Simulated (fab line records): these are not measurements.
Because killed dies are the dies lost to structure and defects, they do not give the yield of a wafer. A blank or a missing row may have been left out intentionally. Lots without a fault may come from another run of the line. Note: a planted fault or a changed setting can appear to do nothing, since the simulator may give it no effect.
What tool caused it? / flow sky130 / 24 lots with 72 wafers sampled at 6 steps, on a route of 708 steps

WHAT EACH GAUGE READ, for each wafer
SKY_VIA3_RS_MEAS_22: measurement is done with a four-point probe.
lot=L074; measured=day 39 11:21; on=film-metro-04; VIA3_W_RS (ohm/sq)=0.293 0.295 0.295
lot=L075; measured=day 39 09:25; on=film-metro-04; VIA3_W_RS (ohm/sq)=0.295 0.293 0.297
lot=L076; measured=day 41 00:35; on=film-metro-04; VIA3_W_RS (ohm/sq)=0.290 0.290 0.295
lot=L077; measured=day 41 03:05; on=film-metro-04; VIA3_W_RS (ohm/sq)=0.291 0.289 0.293
lot=L078; measured=day 44 01:53; on=film-metro-04; VIA3_W_RS (ohm/sq)=0.290 0.297 0.295
lot=L079; measured=day 44 03:41; on=film-metro-02; VIA3_W_RS (ohm/sq)=0.295 0.287 0.288
lot=L080; measured=day 44 03:19; on=film-metro-03; VIA3_W_RS (ohm/sq)=0.288 0.294 0.291
lot=L083; measured=day 44 04:12; on=film-metro-03; VIA3_W_RS (ohm/sq)=0.289 0.290 0.290
lot=L085; measured=day 44 05:22; on=film-metro-04; VIA3_W_RS (ohm/sq)=0.296 0.287 0.294
lot=L081; measured=day 44 05:16; on=film-metro-02; VIA3_W_RS (ohm/sq)=0.293 0.293 0.292
lot=L082; measured=day 44 05:59; on=film-metro-02; VIA3_W_RS (ohm/sq)=0.292 0.291 0.287
lot=L084; measured=day 44 05:33; on=film-metro-02; VIA3_W_RS (ohm/sq)=0.300 0.297 0.293
lot=L086; measured=day 44 06:50; on=film-metro-02; VIA3_W_RS (ohm/sq)=0.294 0.295 0.287
lot=L088; measured=day 44 08:46; on=film-metro-04; VIA3_W_RS (ohm/sq)=0.294 0.289 0.291
lot=L087; measured=day 44 10:41; on=film-metro-03; VIA3_W_RS (ohm/sq)=0.293 0.295 0.287
lot=L089; measured=day 44 12:17; on=film-metro-02; VIA3_W_RS (ohm/sq)=0.299 0.291 0.293
lot=L090; measured=day 44 11:38; on=film-metro-02; VIA3_W_RS (ohm/sq)=0.299 0.295 0.292
lot=L091; measured=day 44 11:58; on=film-metro-03; VIA3_W_RS (ohm/sq)=0.290 0.296 0.295
lot=L092; measured=day 44 13:49; on=film-metro-04; VIA3_W_RS (ohm/sq)=0.296 0.291 0.295
lot=L093; measured=day 44 20:13; on=film-metro-02; VIA3_W_RS (ohm/sq)=0.293 0.293 0.289
lot=L094; measured=day 44 21:47; on=film-metro-04; VIA3_W_RS (ohm/sq)=0.296 0.289 0.296
lot=L095; measured=day 44 23:32; on=film-metro-02; VIA3_W_RS (ohm/sq)=0.295 0.300 0.291
lot=L096; measured=day 45 06:40; on=film-metro-02; VIA3_W_RS (ohm/sq)=0.296 0.295 0.296
lot=L097; measured=day 45 21:26; on=film-metro-02; VIA3_W_RS (ohm/sq)=0.297 0.291 0.288

SKY_PAD_OPEN_BOW_MEAS_13.
lot=L074; measured=day 45 11:38; on=film-metro-01; PAD_OPEN_BOW (um)=49 49 63
lot=L075; measured=day 45 08:06; on=film-metro-02; PAD_OPEN_BOW (um)=32 40 29
lot=L076; measured=day 46 18:47; on=film-metro-02; PAD_OPEN_BOW (um)=55 57 52
lot=L077; measured=day 46 22:08; on=film-metro-04; PAD_OPEN_BOW (um)=32 43 29
lot=L078; measured=day 49 13:05; on=film-metro-04; PAD_OPEN_BOW (um)=52 44 61
lot=L079; measured=day 49 14:35; on=film-metro-04; PAD_OPEN_BOW (um)=34 55 50
lot=L080; measured=day 49 13:46; on=film-metro-02; PAD_OPEN_BOW (um)=51 45 38
lot=L083; measured=day 49 15:15; on=film-metro-02; PAD_OPEN_BOW (um)=55 46 46
lot=L085; measured=day 49 16:47; on=film-metro-04; PAD_OPEN_BOW (um)=60 63 61
lot=L081; measured=day 49 16:05; on=film-metro-04; PAD_OPEN_BOW (um)=49 69 69
lot=L082; measured=day 49 17:35; on=film-metro-02; PAD_OPEN_BOW (um)=48 57 47
lot=L084; measured=day 49 16:06; on=film-metro-02; PAD_OPEN_BOW (um)=51 53 45
lot=L086; measured=day 49 18:15; on=film-metro-01; PAD_OPEN_BOW (um)=39 14 43
lot=L088; measured=day 49 19:07; on=film-metro-04; PAD_OPEN_BOW (um)=41 39 40
lot=L087; measured=day 49 20:50; on=film-metro-01; PAD_OPEN_BOW (um)=44 42 46
lot=L089; measured=day 49 23:47; on=film-metro-01; PAD_OPEN_BOW (um)=57 56 49
lot=L090; measured=day 49 20:27; on=film-metro-04; PAD_OPEN_BOW (um)=48 50 43
lot=L091; measured=day 49 23:27; on=film-metro-04; PAD_OPEN_BOW (um)=42 34 48
lot=L092; measured=day 50 00:57; on=film-metro-04; PAD_OPEN_BOW (um)=49 51 46
lot=L093; measured=day 50 04:20; on=film-metro-02; PAD_OPEN_BOW (um)=51 51 42
lot=L094; measured=day 50 05:42; on=film-metro-01; PAD_OPEN_BOW (um)=45 45 55
lot=L095; measured=day 50 07:07; on=film-metro-04; PAD_OPEN_BOW (um)=47 50 52
lot=L096; measured=day 50 12:55; on=film-metro-02; PAD_OPEN_BOW (um)=49 39 43
lot=L097; measured=day 50 23:11; on=film-metro-04; PAD_OPEN_BOW (um)=48 41 55

EACH LOT AND THE TOOL THAT RAN IT (in order: tool; ch and the chambers of the sampled wafers; start)
lot=L074; SKY_SPACER_ETCHBACK_02=rie-diel-02 ch 0,2,3, day 22 20:25; SKY_METAL1_DESCUM_17=rie-metal-04 ch 0,1, day 32 15:06; SKY_CAPM_STRIP_14=plasma-asher-04 ch 0,1, day 37 06:15; SKY_VIA3_CVD_21=cvd-w-02 ch 0,1, day 39 11:14
lot=L075; SKY_SPACER_ETCHBACK_02=rie-diel-01 ch 1,2,3, day 22 20:25; SKY_METAL1_DESCUM_17=rie-metal-03 ch 0,1, day 32 14:45; SKY_CAPM_STRIP_14=plasma-asher-02 ch 0,1, day 37 05:42; SKY_VIA3_CVD_21=cvd-w-01 ch 0,1, day 39 09:17
lot=L076; SKY_SPACER_ETCHBACK_02=rie-diel-01 ch 0,1,2, day 24 17:10; SKY_METAL1_DESCUM_17=rie-metal-04 ch 1, day 34 09:06; SKY_CAPM_STRIP_14=plasma-asher-02 ch 1, day 38 21:04; SKY_VIA3_CVD_21=cvd-w-01 ch 0,1, day 41 00:28
lot=L077; SKY_SPACER_ETCHBACK_02=rie-diel-03 ch 0,1,2, day 24 18:22; SKY_METAL1_DESCUM_17=rie-metal-03 ch 1, day 34 09:27; SKY_CAPM_STRIP_14=plasma-asher-01 ch 0,1, day 38 22:03; SKY_VIA3_CVD_21=cvd-w-01 ch 0,1, day 41 02:58
lot=L078; SKY_SPACER_ETCHBACK_02=rie-diel-02 ch 0,1,2, day 28 08:25; SKY_METAL1_DESCUM_17=rie-metal-04 ch 0, day 37 14:55; SKY_CAPM_STRIP_14=plasma-asher-02 ch 0,1, day 42 00:40; SKY_VIA3_CVD_21=cvd-w-02 ch 0,1, day 44 01:46
lot=L079; SKY_SPACER_ETCHBACK_02=rie-diel-01 ch 0,2,3, day 28 09:37; SKY_METAL1_DESCUM_17=rie-metal-03 ch 0, day 37 16:04; SKY_CAPM_STRIP_14=plasma-asher-04 ch 0,1, day 42 02:43; SKY_VIA3_CVD_21=cvd-w-02 ch 0,1, day 44 03:34
lot=L080; SKY_SPACER_ETCHBACK_02=rie-diel-03 ch 0,2, day 28 11:52; SKY_METAL1_DESCUM_17=rie-metal-01 ch 0,1, day 37 17:01; SKY_CAPM_STRIP_14=plasma-asher-02 ch 0,1, day 42 01:48; SKY_VIA3_CVD_21=cvd-w-02 ch 0,1, day 44 03:10
lot=L083; SKY_SPACER_ETCHBACK_02=rie-diel-01 ch 1,2, day 28 11:52; SKY_METAL1_DESCUM_17=rie-metal-04 ch 0, day 37 17:51; SKY_CAPM_STRIP_14=plasma-asher-01 ch 0, day 42 03:00; SKY_VIA3_CVD_21=cvd-w-02 ch 0, day 44 04:05
lot=L085; SKY_SPACER_ETCHBACK_02=rie-diel-02 ch 2,3, day 28 11:52; SKY_METAL1_DESCUM_17=rie-metal-03 ch 0, day 37 18:13; SKY_CAPM_STRIP_14=plasma-asher-01 ch 0,1, day 42 03:56; SKY_VIA3_CVD_21=cvd-w-02 ch 0,1, day 44 05:15
lot=L081; SKY_SPACER_ETCHBACK_02=rie-diel-02 ch 1,2,3, day 28 11:56; SKY_METAL1_DESCUM_17=rie-metal-04 ch 0, day 37 19:33; SKY_CAPM_STRIP_14=plasma-asher-04 ch 0,1, day 42 03:55; SKY_VIA3_CVD_21=cvd-w-02 ch 0,1, day 44 05:05
lot=L082; SKY_SPACER_ETCHBACK_02=rie-diel-03 ch 2,3, day 28 13:05; SKY_METAL1_DESCUM_17=rie-metal-01 ch 0,1, day 37 20:22; SKY_CAPM_STRIP_14=plasma-asher-04 ch 0,1, day 42 04:49; SKY_VIA3_CVD_21=cvd-w-02 ch 0,1, day 44 05:52
lot=L084; SKY_SPACER_ETCHBACK_02=rie-diel-01 ch 0,1,2, day 28 13:05; SKY_METAL1_DESCUM_17=rie-metal-03 ch 0, day 37 19:55; SKY_CAPM_STRIP_14=plasma-asher-01 ch 0,1, day 42 04:12; SKY_VIA3_CVD_21=cvd-w-02 ch 0,1, day 44 05:25
lot=L086; SKY_SPACER_ETCHBACK_02=rie-diel-02 ch 0,2,3, day 28 15:38; SKY_METAL1_DESCUM_17=rie-metal-04 ch 0, day 37 22:52; SKY_CAPM_STRIP_14=plasma-asher-01 ch 0,1, day 42 06:21; SKY_VIA3_CVD_21=cvd-w-02 ch 0,1, day 44 06:42
lot=L088; SKY_SPACER_ETCHBACK_02=rie-diel-01 ch 0,1,2, day 28 20:07; SKY_METAL1_DESCUM_17=rie-metal-01 ch 0,1, day 38 01:43; SKY_CAPM_STRIP_14=plasma-asher-02 ch 0,1, day 42 08:42; SKY_VIA3_CVD_21=cvd-w-02 ch 0,1, day 44 08:39
lot=L087; SKY_SPACER_ETCHBACK_02=rie-diel-03 ch 1,2,3, day 28 21:56; SKY_METAL1_DESCUM_17=rie-metal-03 ch 0, day 38 02:52; SKY_CAPM_STRIP_14=plasma-asher-01 ch 0,1, day 42 08:58; SKY_VIA3_CVD_21=cvd-w-02 ch 0,1, day 44 10:34
lot=L089; SKY_SPACER_ETCHBACK_02=rie-diel-01 ch 1,3, day 28 21:56; SKY_METAL1_DESCUM_17=rie-metal-01 ch 0,1, day 38 03:34; SKY_CAPM_STRIP_14=plasma-asher-01 ch 0,1, day 42 10:16; SKY_VIA3_CVD_21=cvd-w-02 ch 0,1, day 44 12:10
lot=L090; SKY_SPACER_ETCHBACK_02=rie-diel-02 ch 0,1,2, day 28 21:57; SKY_METAL1_DESCUM_17=rie-metal-03 ch 0, day 38 05:04; SKY_CAPM_STRIP_14=plasma-asher-04 ch 0,1, day 42 10:34; SKY_VIA3_CVD_21=cvd-w-02 ch 0,1, day 44 11:30
lot=L091; SKY_SPACER_ETCHBACK_02=rie-diel-01 ch 0,1,3, day 28 23:08; SKY_METAL1_DESCUM_17=rie-metal-04 ch 0,1, day 38 05:25; SKY_CAPM_STRIP_14=plasma-asher-01 ch 0,1, day 42 11:10; SKY_VIA3_CVD_21=cvd-w-02 ch 0,1, day 44 11:51
lot=L092; SKY_SPACER_ETCHBACK_02=rie-diel-01 ch 1,2,3, day 29 02:34; SKY_METAL1_DESCUM_17=rie-metal-01 ch 0,1, day 38 06:46; SKY_CAPM_STRIP_14=plasma-asher-01 ch 0,1, day 42 12:25; SKY_VIA3_CVD_21=cvd-w-02 ch 0,1, day 44 13:42
lot=L093; SKY_SPACER_ETCHBACK_02=rie-diel-02 ch 0,1,2, day 29 10:28; SKY_METAL1_DESCUM_17=rie-metal-04 ch 0,1, day 38 15:18; SKY_CAPM_STRIP_14=plasma-asher-02 ch 0,1, day 42 19:46; SKY_VIA3_CVD_21=cvd-w-02 ch 0,1, day 44 20:04
lot=L094; SKY_SPACER_ETCHBACK_02=rie-diel-03 ch 1,2,3, day 29 13:11; SKY_METAL1_DESCUM_17=rie-metal-03 ch 0, day 38 17:06; SKY_CAPM_STRIP_14=plasma-asher-02 ch 0,1, day 42 22:03; SKY_VIA3_CVD_21=cvd-w-02 ch 0,1, day 44 21:39
lot=L095; SKY_SPACER_ETCHBACK_02=rie-diel-03 ch 1,2,3, day 29 17:19; SKY_METAL1_DESCUM_17=rie-metal-04 ch 0,1, day 38 20:28; SKY_CAPM_STRIP_14=plasma-asher-02 ch 0,1, day 43 00:57; SKY_VIA3_CVD_21=cvd-w-02 ch 0,1, day 44 23:24
lot=L096; SKY_SPACER_ETCHBACK_02=rie-diel-02 ch 0,1,2, day 30 02:55; SKY_METAL1_DESCUM_17=rie-metal-03 ch 1, day 39 03:25; SKY_CAPM_STRIP_14=plasma-asher-02 ch 0, day 43 07:22; SKY_VIA3_CVD_21=cvd-w-02 ch 1, day 45 06:26
lot=L097; SKY_SPACER_ETCHBACK_02=rie-diel-03 ch 0,1, day 30 16:10; SKY_METAL1_DESCUM_17=rie-metal-04 ch 0,1, day 39 21:31; SKY_CAPM_STRIP_14=plasma-asher-02 ch 0,1, day 44 00:00; SKY_VIA3_CVD_21=cvd-w-02 ch 0,1, day 45 21:19
- SKY_SPACER_ETCHBACK_02: etches Si3N4 in CH3F/O2, stops on SiO2, time 46.7 s, target depth 45 nm.
- SKY_METAL1_DESCUM_17: chemistry O2, time 8 s.
- SKY_CAPM_STRIP_14: strips in O2/N2.
- SKY_VIA3_CVD_21: deposits W, target thk 390 nm, time 117.31 s.

AS READ BY THE TOOLS THEMSELVES (means over the sampled wafers that have a number; for cases with no such wafer, the mark the record gives instead)
SKY_SPACER_ETCHBACK_02.
lot=L074; tool=rie-diel-02; drypump-motor-current-A (A)=5.8; oes-product-au (a.u.)=0.856; throttle-valve-pct (%)=10.562
lot=L075; tool=rie-diel-01; drypump-motor-current-A (A)=6.1; oes-product-au (a.u.)=0.851; throttle-valve-pct (%)=10.556
lot=L076; tool=rie-diel-01; drypump-motor-current-A (A)=5.8; oes-product-au (a.u.)=0.853; throttle-valve-pct (%)=10.556
lot=L077; tool=rie-diel-03; drypump-motor-current-A (A)=5.7; oes-product-au (a.u.)=0.861; throttle-valve-pct (%)=10.566
lot=L078; tool=rie-diel-02; drypump-motor-current-A (A)=6.0; oes-product-au (a.u.)=0.853; throttle-valve-pct (%)=10.559
lot=L079; tool=rie-diel-01; drypump-motor-current-A (A)=5.7; oes-product-au (a.u.)=0.861; throttle-valve-pct (%)=10.570
lot=L080; tool=rie-diel-03; drypump-motor-current-A (A)=5.8; oes-product-au (a.u.)=0.851; throttle-valve-pct (%)=10.565
lot=L083; tool=rie-diel-01; drypump-motor-current-A (A)=6.0; oes-product-au (a.u.)=0.856; throttle-valve-pct (%)=10.563
lot=L085; tool=rie-diel-02; drypump-motor-current-A (A)=5.6; oes-product-au (a.u.)=0.864; throttle-valve-pct (%)=10.561
lot=L081; tool=rie-diel-02; drypump-motor-current-A (A)=5.7; oes-product-au (a.u.)=0.861; throttle-valve-pct (%)=10.564
lot=L082; tool=rie-diel-03; drypump-motor-current-A (A)=5.6; oes-product-au (a.u.)=0.858; throttle-valve-pct (%)=10.562
lot=L084; tool=rie-diel-01; drypump-motor-current-A (A)=5.8; oes-product-au (a.u.)=0.857; throttle-valve-pct (%)=10.566
lot=L086; tool=rie-diel-02; drypump-motor-current-A (A)=5.8; oes-product-au (a.u.)=0.859; throttle-valve-pct (%)=10.557
lot=L088; tool=rie-diel-01; drypump-motor-current-A (A)=5.8; oes-product-au (a.u.)=0.851; throttle-valve-pct (%)=10.556
lot=L087; tool=rie-diel-03; drypump-motor-current-A (A)=5.5; oes-product-au (a.u.)=0.860; throttle-valve-pct (%)=10.566
lot=L089; tool=rie-diel-01; drypump-motor-current-A (A)=6.3; oes-product-au (a.u.)=0.862; throttle-valve-pct (%)=10.563
lot=L090; tool=rie-diel-02; drypump-motor-current-A (A)=5.9; oes-product-au (a.u.)=0.854; throttle-valve-pct (%)=10.561
lot=L091; tool=rie-diel-01; drypump-motor-current-A (A)=5.9; oes-product-au (a.u.)=0.847; throttle-valve-pct (%)=10.564
lot=L092; tool=rie-diel-01; drypump-motor-current-A (A)=6.1; oes-product-au (a.u.)=0.846; throttle-valve-pct (%)=10.558
lot=L093; tool=rie-diel-02; drypump-motor-current-A (A)=6.0; oes-product-au (a.u.)=0.853; throttle-valve-pct (%)=10.564
lot=L094; tool=rie-diel-03; drypump-motor-current-A (A)=5.5; oes-product-au (a.u.)=0.856; throttle-valve-pct (%)=10.571
lot=L095; tool=rie-diel-03; drypump-motor-current-A (A)=5.5; oes-product-au (a.u.)=0.852; throttle-valve-pct (%)=10.571
lot=L096; tool=rie-diel-02; drypump-motor-current-A (A)=6.0; oes-product-au (a.u.)=0.855; throttle-valve-pct (%)=10.559
lot=L097; tool=rie-diel-03; drypump-motor-current-A (A)=5.6; oes-product-au (a.u.)=0.851; throttle-valve-pct (%)=10.566

SKY_METAL1_DESCUM_17.
lot=L074; tool=rie-metal-04; drypump-motor-current-A (A)=5.6; oes-product-au (a.u.)=1.004; temp-c (C)=40.08
lot=L075; tool=rie-metal-03; drypump-motor-current-A (A)=5.9; oes-product-au (a.u.)=0.979; temp-c (C)=40.09
lot=L076; tool=rie-metal-04; drypump-motor-current-A (A)=5.2; oes-product-au (a.u.)=1.005; temp-c (C)=40.13
lot=L077; tool=rie-metal-03; drypump-motor-current-A (A)=5.6; oes-product-au (a.u.)=0.990; temp-c (C)=40.12
lot=L078; tool=rie-metal-04; drypump-motor-current-A (A)=5.8; oes-product-au (a.u.)=0.999; temp-c (C)=39.89
lot=L079; tool=rie-metal-03; drypump-motor-current-A (A)=6.2; oes-product-au (a.u.)=0.995; temp-c (C)=40.16
lot=L080; tool=rie-metal-01; drypump-motor-current-A (A)=5.5; oes-product-au (a.u.)=0.990; temp-c (C)=40.01
lot=L083; tool=rie-metal-04; drypump-motor-current-A (A)=5.8; oes-product-au (a.u.)=1.002; temp-c (C)=40.12
lot=L085; tool=rie-metal-03; drypump-motor-current-A (A)=6.3; oes-product-au (a.u.)=0.998; temp-c (C)=40.07
lot=L081; tool=rie-metal-04; drypump-motor-current-A (A)=5.8; oes-product-au (a.u.)=1.000; temp-c (C)=40.01
lot=L082; tool=rie-metal-01; drypump-motor-current-A (A)=5.4; oes-product-au (a.u.)=0.993; temp-c (C)=39.97
lot=L084; tool=rie-metal-03; drypump-motor-current-A (A)=6.3; oes-product-au (a.u.)=0.986; temp-c (C)=40.00
lot=L086; tool=rie-metal-04; drypump-motor-current-A (A)=5.8; oes-product-au (a.u.)=1.000; temp-c (C)=39.87
lot=L088; tool=rie-metal-01; drypump-motor-current-A (A)=5.4; oes-product-au (a.u.)=0.993; temp-c (C)=40.07
lot=L087; tool=rie-metal-03; drypump-motor-current-A (A)=6.2; oes-product-au (a.u.)=0.986; temp-c (C)=40.06
lot=L089; tool=rie-metal-01; drypump-motor-current-A (A)=5.8; oes-product-au (a.u.)=0.996; temp-c (C)=40.02
lot=L090; tool=rie-metal-03; drypump-motor-current-A (A)=6.3; oes-product-au (a.u.)=0.992; temp-c (C)=39.82
lot=L091; tool=rie-metal-04; drypump-motor-current-A (A)=5.4; oes-product-au (a.u.)=0.992; temp-c (C)=40.04
lot=L092; tool=rie-metal-01; drypump-motor-current-A (A)=5.4; oes-product-au (a.u.)=0.992; temp-c (C)=39.87
lot=L093; tool=rie-metal-04; drypump-motor-current-A (A)=5.6; oes-product-au (a.u.)=1.001; temp-c (C)=40.16
lot=L094; tool=rie-metal-03; drypump-motor-current-A (A)=6.3; oes-product-au (a.u.)=1.000; temp-c (C)=39.90
lot=L095; tool=rie-metal-04; drypump-motor-current-A (A)=5.6; oes-product-au (a.u.)=1.002; temp-c (C)=39.98
lot=L096; tool=rie-metal-03; drypump-motor-current-A (A)=5.6; oes-product-au (a.u.)=0.990; temp-c (C)=40.02
lot=L097; tool=rie-metal-04; drypump-motor-current-A (A)=5.6; oes-product-au (a.u.)=1.002; temp-c (C)=39.99

SKY_CAPM_STRIP_14.
lot=L074; tool=plasma-asher-04; drypump-motor-current-A (A)=5.6; oes-product-au (a.u.)=0.714; strip-time-to-endpoint-s (s)=12.59
lot=L075; tool=plasma-asher-02; drypump-motor-current-A (A)=6.3; oes-product-au (a.u.)=0.706; strip-time-to-endpoint-s (s)=12.63
lot=L076; tool=plasma-asher-02; drypump-motor-current-A (A)=5.3; oes-product-au (a.u.)=0.709; strip-time-to-endpoint-s (s)=12.62
lot=L077; tool=plasma-asher-01; drypump-motor-current-A (A)=5.5; oes-product-au (a.u.)=0.711; strip-time-to-endpoint-s (s)=12.65
lot=L078; tool=plasma-asher-02; drypump-motor-current-A (A)=5.8; oes-product-au (a.u.)=0.714; strip-time-to-endpoint-s (s)=12.68
lot=L079; tool=plasma-asher-04; drypump-motor-current-A (A)=5.7; oes-product-au (a.u.)=0.714; strip-time-to-endpoint-s (s)=12.69
lot=L080; tool=plasma-asher-02; drypump-motor-current-A (A)=6.2; oes-product-au (a.u.)=0.712; strip-time-to-endpoint-s (s)=12.69
lot=L083; tool=plasma-asher-01; drypump-motor-current-A (A)=5.3; oes-product-au (a.u.)=0.707; strip-time-to-endpoint-s (s)=12.56
lot=L085; tool=plasma-asher-01; drypump-motor-current-A (A)=5.5; oes-product-au (a.u.)=0.710; strip-time-to-endpoint-s (s)=12.62
lot=L081; tool=plasma-asher-04; drypump-motor-current-A (A)=5.6; oes-product-au (a.u.)=0.709; strip-time-to-endpoint-s (s)=12.70
lot=L082; tool=plasma-asher-04; drypump-motor-current-A (A)=6.1; oes-product-au (a.u.)=0.711; strip-time-to-endpoint-s (s)=12.69
lot=L084; tool=plasma-asher-01; drypump-motor-current-A (A)=5.4; oes-product-au (a.u.)=0.709; strip-time-to-endpoint-s (s)=12.62
lot=L086; tool=plasma-asher-01; drypump-motor-current-A (A)=5.5; oes-product-au (a.u.)=0.711; strip-time-to-endpoint-s (s)=12.65
lot=L088; tool=plasma-asher-02; drypump-motor-current-A (A)=5.8; oes-product-au (a.u.)=0.707; strip-time-to-endpoint-s (s)=12.75
lot=L087; tool=plasma-asher-01; drypump-motor-current-A (A)=5.4; oes-product-au (a.u.)=0.705; strip-time-to-endpoint-s (s)=12.69
lot=L089; tool=plasma-asher-01; drypump-motor-current-A (A)=5.5; oes-product-au (a.u.)=0.711; strip-time-to-endpoint-s (s)=12.56
lot=L090; tool=plasma-asher-04; drypump-motor-current-A (A)=5.7; oes-product-au (a.u.)=0.716; strip-time-to-endpoint-s (s)=12.69
lot=L091; tool=plasma-asher-01; drypump-motor-current-A (A)=5.4; oes-product-au (a.u.)=0.711; strip-time-to-endpoint-s (s)=12.70
lot=L092; tool=plasma-asher-01; drypump-motor-current-A (A)=5.4; oes-product-au (a.u.)=0.713; strip-time-to-endpoint-s (s)=12.59
lot=L093; tool=plasma-asher-02; drypump-motor-current-A (A)=5.8; oes-product-au (a.u.)=0.709; strip-time-to-endpoint-s (s)=12.71
lot=L094; tool=plasma-asher-02; drypump-motor-current-A (A)=6.2; oes-product-au (a.u.)=0.708; strip-time-to-endpoint-s (s)=12.64
lot=L095; tool=plasma-asher-02; drypump-motor-current-A (A)=6.3; oes-product-au (a.u.)=0.710; strip-time-to-endpoint-s (s)=12.65
lot=L096; tool=plasma-asher-02; drypump-motor-current-A (A)=6.7; oes-product-au (a.u.)=0.713; strip-time-to-endpoint-s (s)=12.71
lot=L097; tool=plasma-asher-02; drypump-motor-current-A (A)=6.3; oes-product-au (a.u.)=0.711; strip-time-to-endpoint-s (s)=12.62

SKY_VIA3_CVD_21.
lot=L074; tool=cvd-w-02; heater-power-w (W)=775
lot=L075; tool=cvd-w-01; heater-power-w (W)=731
lot=L076; tool=cvd-w-01; heater-power-w (W)=705
lot=L077; tool=cvd-w-01; heater-power-w (W)=705
lot=L078; tool=cvd-w-02; heater-power-w (W)=815
lot=L079; tool=cvd-w-02; heater-power-w (W)=770
lot=L080; tool=cvd-w-02; heater-power-w (W)=784
lot=L083; tool=cvd-w-02; heater-power-w (W)=749
lot=L085; tool=cvd-w-02; heater-power-w (W)=817
lot=L081; tool=cvd-w-02; heater-power-w (W)=823
lot=L082; tool=cvd-w-02; heater-power-w (W)=789
lot=L084; tool=cvd-w-02; heater-power-w (W)=826
lot=L086; tool=cvd-w-02; heater-power-w (W)=803
lot=L088; tool=cvd-w-02; heater-power-w (W)=778
lot=L087; tool=cvd-w-02; heater-power-w (W)=822
lot=L089; tool=cvd-w-02; heater-power-w (W)=776
lot=L090; tool=cvd-w-02; heater-power-w (W)=807
lot=L091; tool=cvd-w-02; heater-power-w (W)=829
lot=L092; tool=cvd-w-02; heater-power-w (W)=820
lot=L093; tool=cvd-w-02; heater-power-w (W)=824
lot=L094; tool=cvd-w-02; heater-power-w (W)=811
lot=L095; tool=cvd-w-02; heater-power-w (W)=792
lot=L096; tool=cvd-w-02; heater-power-w (W)=855
lot=L097; tool=cvd-w-02; heater-power-w (W)=785

THE ANSWER, worked out from the rows above alone
Rule: usual is defined by the lots themselves. Put in order of their means at a reading, lots are off if they are a third of the lots or fewer, leave a main group of 4 or more, and stand apart from it by a gap of 3 or more times the standard deviation of the main group's means; of several such gaps the widest counts. If all means in a main group match to the digits the tables above print for the reading, that group is not used. A lot without any number at a reading at which 4 lots or more have one is off too. Any other lot the step has rows for is counted as sound. First the gauges in route order, then the tools' own readings, where a lot's mean is used as printed above. The first step at which some lot is off is used, and at that step the reading that is off furthest; a lot without a number counts as furthest.
None of the lots is off at any reading shown; this tells nothing.

WHAT WAS PUT IN BY THE SIMULATOR
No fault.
